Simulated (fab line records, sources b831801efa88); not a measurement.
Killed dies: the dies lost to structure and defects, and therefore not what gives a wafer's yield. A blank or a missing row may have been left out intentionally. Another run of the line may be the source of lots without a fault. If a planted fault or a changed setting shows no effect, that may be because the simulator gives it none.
fab line records    flow sky130
record lots=5  wafers=15  last_day=50
route steps=708 shown FIELD_ISO@3 PAD_OPEN@708
lots that met no fault: from a run of the same line without faults
start_h: hours from the record's opening day to when the first of the lot's shown wafers began    wait_h: hours since the lot's step before    " the same as in the row above    L1.1+2: a row that stands for several wafers    - either no value or no given start    * or withheld: withheld    < > ~ a bound
route shown NAME@n: a module of which the file shows steps, and the number in the route of the first    usual: the fault-free wafers' mean and standard deviation    same: alike in all rows    chamber/n: place in a boat    sites: readings site by site    _std_site: how widely they spread, as a standard deviation    _edge_site: mean of outer sites minus mean of inner sites    radius_mm: how far each site lies from the wafer's centre    mask NAME#n: copy n    behind: the last tool/chamber to shape the wafer    hold: why the lot was held/for how many hours/how that ended    device: names the non-switching transistor (n, p or np)    end of line: tests run on the same wafers once the route is complete    a step with no rows: only its recipe    killed: dies lost to structure and defects at the first sort, not the wafer's yield    map: dies across one wafer; x = killed, . = not, _ = none there
set.NAME: the setting the step ran with; set.NAME@STEP: the setting that earlier step ran with    model.NAME: the simulator's own value behind a step, which no gauge read
lots at some steps of the route; a table a step, a row a wafer
services: the hour from which a tool's chamber was out of use, counted from the record's first day as start_h (under 0 if before that day), plus the number of hours and why
## steps
# step SKY_FIELD_ISO_THK_MEAS_02
# recipe reads=SiO2_of_FIELD_ISO_OXIDATION_01
# usual FIELD_ISO_OXIDATION_00_THK=12.06/0.2
lot.wafer  tool           chamber  start_h  wait_h  FIELD_ISO_OXIDATION_00_THK[nm]
L936.3     film_metro-01  -        18.86    0.0     12.15
L936.5     "              -        "        "       12.43
L936.6     "              -        "        "       12.28
L940.1     film_metro-02  -        37.34    0.0     12.04
L940.2     "              -        "        "       12.08
L940.3     "              -        "        "       11.98
L952.1     film_metro-04  -        96.97    0.0     11.72
L952.4     "              -        "        "       11.66
L952.5     "              -        "        "       11.51
L956.3     film_metro-01  -        117.27   0.0     12.20
L956.4     "              -        "        "       12.27
L956.6     "              -        "        "       12.31
L958.1     film_metro-04  -        127.48   0.0     11.91
L958.3     "              -        "        "       11.87
L958.5     "              -        "        "       11.94
# step SKY_FIELD_ISO_CVD_03
# recipe material=Si3N4  precursor=DCS/NH3  target_thk_nm=165  temp_c=770  time_s=2830  pressure_mtorr=250
# step SKY_FIELD_ISO_THK_MEAS_04
# recipe reads=Si3N4_of_FIELD_ISO_CVD_03
# usual FIELD_ISO_CVD_03_THK=164.6/1.3
lot.wafer  tool           chamber  start_h  wait_h  FIELD_ISO_CVD_03_THK[nm]
L936.3     film_metro-02  -        21.43    0.0     162.2
L936.5     "              -        "        "       163.4
L936.6     "              -        "        "       162.3
L940.1     film_metro-01  -        39.19    0.0     165.2
L940.2     "              -        "        "       165.8
L940.3     "              -        "        "       165.0
L952.1     film_metro-02  -        98.82    0.0     167.2
L952.4     "              -        "        "       166.5
L952.5     "              -        "        "       166.0
L956.3     film_metro-01  -        119.12   0.0     163.8
L956.4     "              -        "        "       164.5
L956.6     "              -        "        "       166.1
L958.1     film_metro-04  -        129.32   0.0     162.7
L958.3     "              -        "        "       163.7
L958.5     "              -        "        "       162.9
# step SKY_FIELD_ISO_DEHYDRATE_05
# recipe temp_c=200  time_s=60
# step SKY_FIELD_ISO_HMDS_06
# recipe prime_time_s=60  prime_temp_c=120
# step SKY_FIELD_ISO_COAT_07
# recipe resist=BARC  temp_c=withheld  time_s=withheld  spin_rpm=3000  resist_thk_nm=60
# step SKY_FIELD_ISO_COAT_08
# recipe resist=KrF-thick  spin_rpm=3000  resist_thk_nm=450
# step SKY_FIELD_ISO_SOFTBAKE_09
# recipe temp_c=100  time_s=90  resist=KrF-thick
# step SKY_FIELD_ISO_EXPOSE_10
# recipe mask_id=FOM  na=0.68  source_shape=annular  sigma_inner=0.4  sigma_outer=0.8  target_cd_nm=150  dose_mj=28
# step SKY_FIELD_ISO_PEB_11
# recipe peb_temp_c=withheld  peb_time_s=withheld  resist=KrF-thick
# step SKY_FIELD_ISO_DEVELOP_12
# recipe develop_time_s=60  resist=KrF-thick  dev_temp_c=21
# step SKY_FIELD_ISO_CD_MEAS_13
# recipe target_cd_nm=150
# usual cd_nm=150.3/1.6
lot.wafer  tool       chamber  start_h  wait_h  cd_nm
L936.3     cd_sem-02  -        36.47    -       147.9
L936.5     "          -        "        "       148.1
L936.6     "          -        "        "       149.7
L940.1     cd_sem-01  -        54.62    -       151.9
L940.2     "          -        "        "       151.9
L940.3     "          -        "        "       152.0
L952.1     cd_sem-01  -        115.98   -       148.4
L952.4     "          -        "        "       148.4
L952.5     "          -        "        "       146.5
L956.3     cd_sem-02  -        137.52   -       149.0
L956.4     "          -        "        "       148.9
L956.6     "          -        "        "       149.3
L958.1     cd_sem-01  -        148.18   -       153.7
L958.3     "          -        "        "       153.3
L958.5     "          -        "        "       154.5
# step SKY_FIELD_ISO_ETCH_14
# recipe chemistry=N2/H2  target=BARC  ion_energy_ev=200  source_w=500  bias_w=100  pressure_mtorr=30  n2_flow_sccm=100  h2_flow_sccm=200  stop_on=SiO2  time_s=45.9  target_depth_a=600
# usual drypump_motor_current_A=5.5/0.45  oes_product_au=0.854/0.0048  run_length_s=74.0/0.44  throttle_valve_pct=13.222/0.0079
lot.wafer  tool         chamber  start_h  wait_h  drypump_motor_current_A  oes_product_au  rf_hours_counter_h  run_length_s  throttle_valve_pct
L936.3     rie_diel-01  1        36.55    0.1     5.8                      0.860           81                  73.3          13.204
L936.5     "            1        "        "       5.7                      0.846           -                   73.6          13.234
L936.6     "            3        "        "       6.0                      0.855           -                   73.8          13.205
L940.1     rie_diel-02  1        54.74    0.1     5.6                      0.829           107                 76.0          13.227
L940.2     "            2        "        "       5.5                      0.853           5                   73.5          13.241
L940.3     "            3        "        "       5.2                      0.848           143                 74.1          13.222
L952.1     rie_diel-03  1        116.10   0.1     5.0                      0.858           52                  73.9          13.212
L952.4     "            0        "        "       4.6                      0.860           61                  73.9          13.226
L952.5     "            2        "        "       5.9                      0.852           -                   74.4          13.212
L956.3     rie_diel-03  1        137.60   0.1     5.0                      0.849           53                  74.4          13.225
L956.4     "            3        "        "       5.8                      0.850           4                   73.9          13.227
L956.6     "            0        "        "       4.6                      0.855           -                   73.8          13.223
L958.1     rie_diel-02  2        148.30   0.1     5.5                      0.850           7                   74.4          13.221
L958.3     "            1        "        "       5.6                      0.845           108                 73.9          13.233
L958.5     "            1        "        "       5.6                      0.856           -                   73.7          13.222
# step SKY_FIELD_ISO_ETCH_15
# recipe chemistry=CHF3/O2  target_depth_nm=180  stop_on=Si  source_w=600  bias_w=200  pressure_mtorr=40  chf3_flow_sccm=50  O2_flow_sccm=5  time_s=72
# usual drypump_motor_current_A=5.4/0.46  oes_product_au=0.945/0.0058  run_length_s=100.1/0.45  throttle_valve_pct=8.845/0.01
lot.wafer  tool         chamber  start_h  wait_h  drypump_motor_current_A  oes_product_au  rf_hours_counter_h  run_length_s  throttle_valve_pct
L936.3     rie_diel-01  1        36.59    0.0     5.7                      0.937           81                  99.5          8.845
L936.5     "            1        "        "       5.8                      0.938           -                   99.6          8.846
L936.6     "            3        "        "       6.0                      0.940           -                   99.7          8.831
L940.1     rie_diel-02  1        54.78    0.0     5.6                      0.953           107                 99.9          8.831
L940.2     "            2        "        "       5.5                      0.957           5                   99.6          8.861
L940.3     "            3        "        "       5.1                      0.949           143                 100.4         8.858
L952.1     rie_diel-03  1        116.14   0.0     5.0                      0.953           52                  100.2         8.875
L952.4     "            0        "        "       4.6                      0.951           62                  100.2         8.840
L952.5     "            2        "        "       6.0                      0.951           -                   100.2         8.842
L956.3     rie_diel-03  1        137.64   0.0     4.9                      0.949           53                  100.4         8.837
L956.4     "            3        "        "       5.8                      0.946           4                   99.8          8.852
L956.6     "            0        "        "       4.6                      0.953           -                   100.2         8.852
L958.1     rie_diel-02  2        148.34   0.0     5.5                      0.941           7                   99.7          8.846
L958.3     "            1        "        "       5.5                      0.938           108                 100.0         8.842
L958.5     "            1        "        "       5.6                      0.939           -                   99.9          8.839
# step SKY_PAD_OPEN_PROBE_99
# usual killed_at_M0_to_M3=42/6.8  killed_at_M4_up=3.2/1.8  killed_at_contacts=25/5.4  killed_at_front_end=15/4.5  killed_at_other=0.3/0.56  killed_dies=85/9.7  killed_open=46/7.1  killed_short=39/6.5
# same gross_dies=492  killed_at_back_side=0
lot.wafer  tool       chamber  start_h  wait_h  killed_at_M0_to_M3  killed_at_M4_up  killed_at_contacts  killed_at_front_end  killed_at_other  killed_dies  killed_open  killed_short
L936.3     prober-02  -        1084.78  0.2     48                  3                22                  24                   0                97           52           45
L936.5     prober-02  -        1084.88  0.2     50                  2                19                  14                   0                85           43           42
L936.6     prober-02  -        1084.93  0.2     42                  3                27                  13                   0                85           40           45
L940.1     prober-02  -        1107.19  0.1     36                  3                35                  15                   0                89           59           29
L940.2     prober-02  -        1107.24  0.1     27                  5                29                  17                   0                78           40           37
L940.3     prober-02  -        1107.29  0.2     40                  5                26                  12                   0                83           44           39
L952.1     prober-01  -        1172.93  0.1     45                  3                33                  10                   0                91           55           36
L952.4     prober-01  -        1173.08  0.2     51                  3                31                  20                   1                106          49           57
L952.5     prober-01  -        1173.13  0.2     40                  4                31                  11                   0                86           49           37
L956.3     prober-02  -        1190.72  0.2     33                  3                27                  11                   0                74           38           36
L956.4     prober-02  -        1190.77  0.2     50                  1                26                  13                   0                90           45           45
L956.6     prober-02  -        1190.87  0.2     47                  5                19                  13                   1                85           48           36
L958.1     prober-01  -        1197.39  0.1     39                  3                28                  15                   1                86           42           42
L958.3     prober-01  -        1197.49  0.2     40                  0                23                  18                   4                85           46           35
L958.5     prober-01  -        1197.59  0.2     43                  1                19                  23                   0                86           41           45
# killed by level:class
L936.3 CONTACT:geometric_particle:open=9 VIA1:geometric_particle:short=8 VIA1:geometric_particle:open=8 POLY_GATE:geometric_particle:short=7 VIA2:geometric_particle:open=7 VIA3:geometric_particle:open=7 METAL2:geometric_particle:short=6 POLY_GATE:geometric_particle:open=5
L936.5 VIA1:geometric_particle:open=9 CONTACT:geometric_particle:open=8 VIA3:geometric_particle:open=7 VIA2:geometric_particle:open=6 FIELD_ISO:geometric_particle:short=5 VIA1:geometric_particle:short=5 METAL2:geometric_particle:short=5 LOCAL_INTERCONNECT:geometric_particle:short=4
L936.6 METAL1:geometric_particle:short=11 LI_CONTACT:geometric_particle:open=9 CONTACT:geometric_particle:open=8 CONTACT:geometric_particle:short=6 VIA3:geometric_particle:open=6 METAL2:geometric_particle:short=6 VIA1:geometric_particle:open=5 VIA2:geometric_particle:open=5
L940.1 CONTACT:geometric_particle:open=14 LI_CONTACT:geometric_particle:open=12 VIA1:geometric_particle:short=7 VIA1:geometric_particle:open=7 VIA2:geometric_particle:open=6 FIELD_ISO:geometric_particle:open=5 VIA3:geometric_particle:open=4 FIELD_ISO:geometric_particle:short=3
L940.2 CONTACT:geometric_particle:open=10 CONTACT:geometric_particle:short=7 VIA3:geometric_particle:open=7 LI_CONTACT:geometric_particle:open=6 POLY_GATE:geometric_particle:short=5 VIA1:geometric_particle:open=5 FIELD_ISO:geometric_particle:open=4 METAL1:geometric_particle:short=3
L940.3 CONTACT:geometric_particle:short=8 VIA1:geometric_particle:open=8 CONTACT:geometric_particle:open=7 VIA2:geometric_particle:open=7 LI_CONTACT:geometric_particle:open=6 METAL2:geometric_particle:short=5 VIA3:geometric_particle:open=4 LOCAL_INTERCONNECT:geometric_particle:short=4
L952.1 CONTACT:geometric_particle:open=15 METAL2:geometric_particle:short=10 VIA2:geometric_particle:open=9 LI_CONTACT:geometric_particle:open=7 VIA1:geometric_particle:open=6 METAL1:geometric_particle:short=6 CONTACT:geometric_particle:short=5 POLY_GATE:geometric_particle:open=4
L952.4 CONTACT:geometric_particle:open=12 METAL2:geometric_particle:short=11 VIA3:geometric_particle:open=8 VIA3:geometric_particle:short=8 LI_CONTACT:geometric_particle:open=7 FIELD_ISO:geometric_particle:short=6 VIA1:geometric_particle:short=6 POLY_GATE:geometric_particle:short=5
L952.5 CONTACT:geometric_particle:open=11 LI_CONTACT:geometric_particle:open=8 VIA3:geometric_particle:open=8 VIA2:geometric_particle:open=7 LOCAL_INTERCONNECT:geometric_particle:short=6 VIA1:geometric_particle:open=6 METAL2:geometric_particle:short=5 VIA1:geometric_particle:short=4
L956.3 LI_CONTACT:geometric_particle:open=8 CONTACT:geometric_particle:open=8 VIA3:geometric_particle:short=6 VIA1:geometric_particle:short=6 POLY_GATE:geometric_particle:open=5 LI_CONTACT:geometric_particle:short=5 VIA1:geometric_particle:open=5 FIELD_ISO:geometric_particle:open=4
L956.4 CONTACT:geometric_particle:open=14 VIA1:geometric_particle:open=10 METAL1:geometric_particle:short=8 METAL2:geometric_particle:short=6 METAL3:geometric_particle:short=6 VIA1:geometric_particle:short=5 VIA3:geometric_particle:open=5 FIELD_ISO:geometric_particle:short=4
L956.6 VIA3:geometric_particle:open=9 CONTACT:geometric_particle:open=7 VIA1:geometric_particle:open=7 VIA2:geometric_particle:open=5 METAL2:geometric_particle:short=5 VIA3:geometric_particle:short=5 FIELD_ISO:geometric_particle:short=3 POLY_GATE:geometric_particle:short=3
L958.1 LI_CONTACT:geometric_particle:open=10 CONTACT:geometric_particle:open=7 VIA1:geometric_particle:open=7 FIELD_ISO:geometric_particle:short=6 CONTACT:geometric_particle:short=6 METAL2:geometric_particle:short=5 VIA3:geometric_particle:open=5 POLY_GATE:geometric_particle:short=4
L958.3 VIA2:geometric_particle:open=9 VIA1:geometric_particle:open=9 CONTACT:geometric_particle:short=7 CONTACT:geometric_particle:open=7 POLY_GATE:geometric_particle:short=6 VIA3:geometric_particle:open=6 METAL2:geometric_particle:short=5 FIELD_ISO:geometric_particle:open=4
L958.5 POLY_GATE:geometric_particle:short=8 CONTACT:geometric_particle:open=7 METAL1:geometric_particle:short=7 VIA3:geometric_particle:open=7 VIA1:geometric_particle:open=6 VIA1:geometric_particle:short=5 FIELD_ISO:geometric_particle:short=4 FIELD_ISO:geometric_particle:open=4
## services
tool         chamber  start_h  hours  kind
rie_diel-01  0        27.27    17.7   repair
rie_diel-01  3        58.96    2.0    repair
rie_diel-01  3        63.52    -      clean
rie_diel-01  3        63.52    24.4   scheduled_down
rie_diel-01  3        63.52    24.4   vent_cycle
rie_diel-03  0        64.37    17.6   repair
rie_diel-03  3        84.08    11.8   repair
rie_diel-02  0        84.35    6.6    repair
rie_diel-03  2        87.09    3.1    repair
rie_diel-01  1        92.83    9.2    repair
rie_diel-01  3        147.40   5.3    repair
## key
first_sign step=SKY_FIELD_ISO_ETCH_14  reading=oes_product_au  direction=down  sigmas=5.3  usual=0.854  struck=0.829
effect step=SKY_FIELD_ISO_ETCH_14  reading=run_length_s  direction=up  sigmas=4.6  usual=*  struck=*
met_at SKY_FIELD_ISO_ETCH_14
struck_wafers L940.1
tester_left_out L940
fault kind=process_parameter_drift  tool=rie_diel-02  chamber=1  onset_h=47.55  steps=SKY_FIELD_ISO_ETCH_14  channel=time_s  offset=*  shape=step  end_h=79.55  acts_in=*  stated=*
# tester_left_out: of these lots the tester's yield and bins aren't shown, on N5 and GAA mostly nor the transistor test; their killed dies are dies lost to structure and defects alone, not to doping, threshold or leakage, so they don't give the yield
